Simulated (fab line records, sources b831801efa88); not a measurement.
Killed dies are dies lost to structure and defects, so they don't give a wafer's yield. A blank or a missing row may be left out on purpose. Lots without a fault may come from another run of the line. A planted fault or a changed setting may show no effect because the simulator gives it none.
Chamber matching | flow sky130 | SKY_FIELD_ISO_CMP_27 on cmp-02: 4 sister chambers
The step polishes, stops on Si3N4, t overpolish 16 s, target thk 457.8 nm. 20 wafers are shown with their chamber, then 10 later ones without.

WAFERS WITH THEIR CHAMBER
wafer  | chamber | motor_current_A (A) | time_to_endpoint_s (s) | overpolish_run_s (s)
L699.1 | 2       | 14.0                | 110                    | 16.008
L699.5 | 2       | 14.6                | 111                    | 15.998
L699.6 | 3       | 13.1                | 109                    | 15.996
L700.1 | 2       | 14.9                | 104                    | 16.009
L700.3 | 3       | 12.9                | 105                    | 16.002
L700.5 | 0       | 11.8                | 101                    | 16.003
L701.1 | 2       | 14.4                | 107                    | 16.009
L701.5 | 2       | 14.2                | 110                    | 15.986
L701.6 | 1       | 12.8                | 118                    | 16.003
L705.3 | 1       | 12.4                | 123                    | 16.002
L705.5 | 2       | 14.1                | 111                    | 15.978
L705.6 | 1       | 11.7                | 123                    | 16.002
L710.1 | 0       | 12.3                | 108                    | 16.015
L710.2 | 2       | 14.2                | 107                    | 15.994
L710.3 | 3       | 12.6                | 108                    | 15.990
L711.1 | 1       | 12.9                | 120                    | 15.987
L711.3 | 0       | 12.4                | 110                    | 16.005
L711.6 | 0       | 12.6                | 106                    | 16.015
L712.1 | 2       | 14.0                | 111                    | 16.013
L712.2 | 1       | 12.7                | 118                    | 15.986

SIGNATURES (means of the wafers above)
reading            | chamber 0 | chamber 1 | chamber 2 | chamber 3 | scatter within a chamber
motor_current_A    | 12.275    | 12.500    | 14.300    | 12.867    | 0.364
time_to_endpoint_s | 106.25    | 120.40    | 108.88    | 107.33    | 2.8
overpolish_run_s   | 16.00950  | 15.99600  | 15.99938  | 15.99600  | 0.01
Rule: a wafer's distance from a chamber is the root of the sum, over the readings, of the square of ((its reading less the chamber's mean) divided by the reading's scatter). The wafer belongs to the nearest chamber; if the next one is less than 2 further off, it can't be placed. The scatter: the root of (the sum of the squares of (reading less its chamber's mean) over the shown wafers, divided by (wafers less chambers)).

WAFERS WITHOUT THEIR CHAMBER
wafer  | motor_current_A (A) | time_to_endpoint_s (s) | overpolish_run_s (s)
L712.5 | 13.2                | 108                    | 15.987
L716.2 | 12.8                | 108                    | 16.004
L716.5 | 12.2                | 103                    | 16.001
L716.6 | 12.1                | 115                    | 15.997
L717.3 | 14.2                | 109                    | 15.996
L717.4 | 13.2                | 114                    | 15.999
L717.5 | 12.5                | 114                    | 15.983
L718.1 | 12.7                | 111                    | 15.988
L718.2 | 11.8                | 105                    | 15.997
L718.3 | 11.7                | 119                    | 15.988

WHICH CHAMBER EACH WENT THROUGH
wafer  | from the rows above               | in truth
L712.5 | can't be placed: 3 or 2           | 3
L716.2 | can't be placed: 3 or 0           | 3
L716.5 | can't be placed: 0 or 3           | 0
L716.6 | can't be placed: 1 or 0 or 3      | 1
L717.3 | 2                                 | 2
L717.4 | can't be placed: 3 or 1 or 2 or 0 | 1
L717.5 | can't be placed: 1 or 3 or 0      | 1
L718.1 | can't be placed: 3 or 0 or 1      | 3
L718.2 | can't be placed: 0 or 3           | 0
L718.3 | 1                                 | 1
Placed correctly: 2 of 10. Can't be placed from these rows: 8 (the true chamber is among the candidates in 8). Placed wrongly: 0.
